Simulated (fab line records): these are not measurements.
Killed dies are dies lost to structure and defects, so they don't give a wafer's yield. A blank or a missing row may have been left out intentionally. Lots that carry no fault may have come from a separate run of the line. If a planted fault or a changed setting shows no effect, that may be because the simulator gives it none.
The tool behind it: which one? :: flow gf180mcu :: 6 lots, 18 wafers sampled, at 2 steps of a route of 602

== WHAT THE GAUGES SHOWED, per wafer ==
GF_V2_RS_MEAS_24: the measuring method here is four-point-probe.
lot: L407
measured: day 20 12:35
on: film-metro-03
V2_W_RS (ohm/sq): 0.321 0.320 0.317

lot: L412
measured: day 22 17:30
on: film-metro-04
V2_W_RS (ohm/sq): 0.329 0.329 0.332

lot: L414
measured: day 23 09:09
on: film-metro-01
V2_W_RS (ohm/sq): 0.338 0.626 0.334

lot: L424
measured: day 26 16:48
on: film-metro-04
V2_W_RS (ohm/sq): 0.324 0.329 0.326

lot: L426
measured: day 27 00:13
on: film-metro-04
V2_W_RS (ohm/sq): 0.320 0.328 0.322

lot: L428
measured: day 27 14:01
on: film-metro-01
V2_W_RS (ohm/sq): 0.326 0.328 0.329

== TOOL THAT RAN EACH LOT (tool first, then ch and the chambers of the sampled wafers, then the start) ==
lot: L407
GF_V2_CVD_23: cvd-w-02 ch 1, day 20 12:25

lot: L412
GF_V2_CVD_23: cvd-w-01 ch 0,1, day 22 17:22

lot: L414
GF_V2_CVD_23: cvd-w-01 ch 0,1, day 23 09:02

lot: L424
GF_V2_CVD_23: cvd-w-01 ch 0,1, day 26 16:40

lot: L426
GF_V2_CVD_23: cvd-w-02 ch 0,1, day 27 00:07

lot: L428
GF_V2_CVD_23: cvd-w-01 ch 0,1, day 27 13:53
- GF_V2_CVD_23: deposits W, target thk 350 nm, time 104.94 s.

== THE ANSWER, worked out from the rows above alone ==
Rule: the usual values come from the lots themselves. Put in order of their means at a reading, lots are off if they are a third of the lots or fewer, leave a main group of 4 or more, and stand apart from it by a gap of 3 or more times the standard deviation of the main group's means; of several such gaps the widest counts. A main group is skipped when, at the precision printed for the reading in the tables above, its means are all equal. A lot without any number at a reading at which 4 lots or more have one is off too. Any other lot the step has rows for is counted as sound.
Off: at GF_V2_RS_MEAS_24 (V2_W_RS), L414. For the main group the mean is 0.325 ohm/sq and the standard deviation 0.0037.
If a tool, at a process step before that reading, ran all the lots that are off and no sound lot after the first of them, it fits. Gauges at GF_V2_RS_MEAS_24: tried the same way as those tools. Not one of the candidates tried fits.

== WHAT THE SIMULATOR HAD INSERTED ==
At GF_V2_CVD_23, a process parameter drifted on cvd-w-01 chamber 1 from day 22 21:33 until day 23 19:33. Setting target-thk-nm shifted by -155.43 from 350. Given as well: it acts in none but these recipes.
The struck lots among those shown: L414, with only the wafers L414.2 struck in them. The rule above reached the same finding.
